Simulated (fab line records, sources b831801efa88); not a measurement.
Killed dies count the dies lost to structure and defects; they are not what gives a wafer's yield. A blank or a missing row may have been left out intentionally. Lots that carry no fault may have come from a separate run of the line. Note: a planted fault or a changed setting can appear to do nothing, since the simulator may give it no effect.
Which tool did it?	flow gf180mcu	45 wafers from 15 lots sampled at 2 of the route's 602 steps

== WHAT EACH GAUGE READ, for each wafer ==
Not one reading of a measure or inspect step in the record can be checked against a usual standard deviation.

== TOOL THAT RAN EACH LOT (tool first, then ch and the chambers of the sampled wafers, then the start) ==
lot	GF_SALICIDE_RTA_06	GF_CONTACT_CVD_00
L748	rtp_anneal-02 ch 0, day 15 14:21	hdpcvd-02 ch 0,1, day 15 14:43
L749	rtp_anneal-01 ch 0, day 15 22:27	hdpcvd-01 ch 0,1, day 15 22:44
L750	rtp_anneal-01 ch 0, day 16 04:41	hdpcvd-01 ch 0,2, day 16 04:59
L753	rtp_anneal-02 ch 0, day 17 07:54	hdpcvd-02 ch 1,2, day 17 08:12
L754	rtp_anneal-01 ch 0, day 17 19:21	hdpcvd-02 ch 0,2, day 17 19:38
L755	rtp_anneal-02 ch 0, day 18 03:22	hdpcvd-01 ch 0,2, day 18 03:38
L756	rtp_anneal-02, day 18 12:38	-
L757	rtp_anneal-02, day 19 01:56	-
L758	rtp_anneal-02, day 19 05:23	-
L759	rtp_anneal-01 ch 0, day 19 11:38	hdpcvd-02 ch 0,1,2, day 19 11:54
L763	rtp_anneal-01 ch 0, day 20 23:37	hdpcvd-01 ch 0,1,2, day 20 23:54
L766	rtp_anneal-02 ch 0, day 21 23:35	hdpcvd-01 ch 0,1, day 21 23:50
L767	rtp_anneal-02 ch 0, day 22 05:57	hdpcvd-02 ch 0,2, day 22 06:14
L768	rtp_anneal-02 ch 0, day 22 16:27	hdpcvd-01 ch 1,2, day 22 16:44
L770	rtp_anneal-01 ch 0, day 23 09:35	hdpcvd-01 ch 0,1,2, day 23 09:59
- GF_SALICIDE_RTA_06: time 30 s.
- GF_CONTACT_CVD_00: deposits SiO2, target thk 300 nm, time 50 s.

== WHAT THE TOOLS THEMSELVES READ (means of the sampled wafers that have a number; where no wafer has one, the mark that the record gives instead) ==
GF_SALICIDE_RTA_06. Usual: anneal_temp_c_max 532.3, standard deviation 0.45; chamber_o2_ppm 2.000, standard deviation 0.023; lamp_power_pct 6.2 %, standard deviation 0.42; wafer_temp_C_max 533.0, standard deviation 0.75.
lot	tool	anneal_temp_c_max	chamber_o2_ppm	lamp_power_pct (%)	wafer_temp_C_max	flag
L748	rtp_anneal-02	531.8	2.026	5.8	532.8	
L749	rtp_anneal-01	532.0	2.001	6.6	533.4	
L750	rtp_anneal-01	532.2	1.991	6.6	533.3	
L753	rtp_anneal-02	532.2	1.993	5.8	532.2	
L754	rtp_anneal-01	532.0	2.011	6.6	534.0	
L755	rtp_anneal-02	532.3	2.045	5.8	532.6	
L756	rtp_anneal-02	-	-	-	-	OFF
L757	rtp_anneal-02	-	-	-	-	OFF
L758	rtp_anneal-02	-	-	-	-	OFF
L759	rtp_anneal-01	532.4	1.986	6.6	533.7	
L763	rtp_anneal-01	531.8	1.990	6.6	533.8	
L766	rtp_anneal-02	532.1	2.012	5.8	533.0	
L767	rtp_anneal-02	532.4	2.013	5.8	532.7	
L768	rtp_anneal-02	532.7	2.007	5.8	532.5	
L770	rtp_anneal-01	531.7	1.985	6.6	533.8	

GF_CONTACT_CVD_00. Usual: 400.02 C for susceptor_temp_C, sd 0.23.
lot	tool	susceptor_temp_C (C)	flag
L748	hdpcvd-02	400.16	
L749	hdpcvd-01	400.16	
L750	hdpcvd-01	400.05	
L753	hdpcvd-02	400.05	
L754	hdpcvd-02	399.74	
L755	hdpcvd-01	400.15	
L759	hdpcvd-02	399.97	
L763	hdpcvd-01	400.08	
L766	hdpcvd-01	399.74	
L767	hdpcvd-02	400.01	
L768	hdpcvd-01	399.89	
L770	hdpcvd-01	399.96	

== THE ANSWER, worked out from the rows above alone ==
Rule: take the mean of a lot's wafers that have a number; if it is more than 3 standard deviations from the usual mean, the lot is off. A lot without any number at a reading at which 4 lots or more have one is off too. Where the step has rows for the other lots, those lots are counted as sound. After the gauges, taken in route order, come the tools' own readings; for these a lot's mean is taken, as printed above. At the first step where some lot is off, the reading lying furthest off is the one used; lots without a number count as furthest.
Off at GF_SALICIDE_RTA_06 (anneal_temp_c_max): L756, L757, L758. Without a number there: L756, L757, L758.
A tool fits if, at that step or a process step before it, it ran every lot that is off, and no sound lot after the first of them. None of those tried fits.

== WHAT HAD BEEN PUT IN BY THE SIMULATOR ==
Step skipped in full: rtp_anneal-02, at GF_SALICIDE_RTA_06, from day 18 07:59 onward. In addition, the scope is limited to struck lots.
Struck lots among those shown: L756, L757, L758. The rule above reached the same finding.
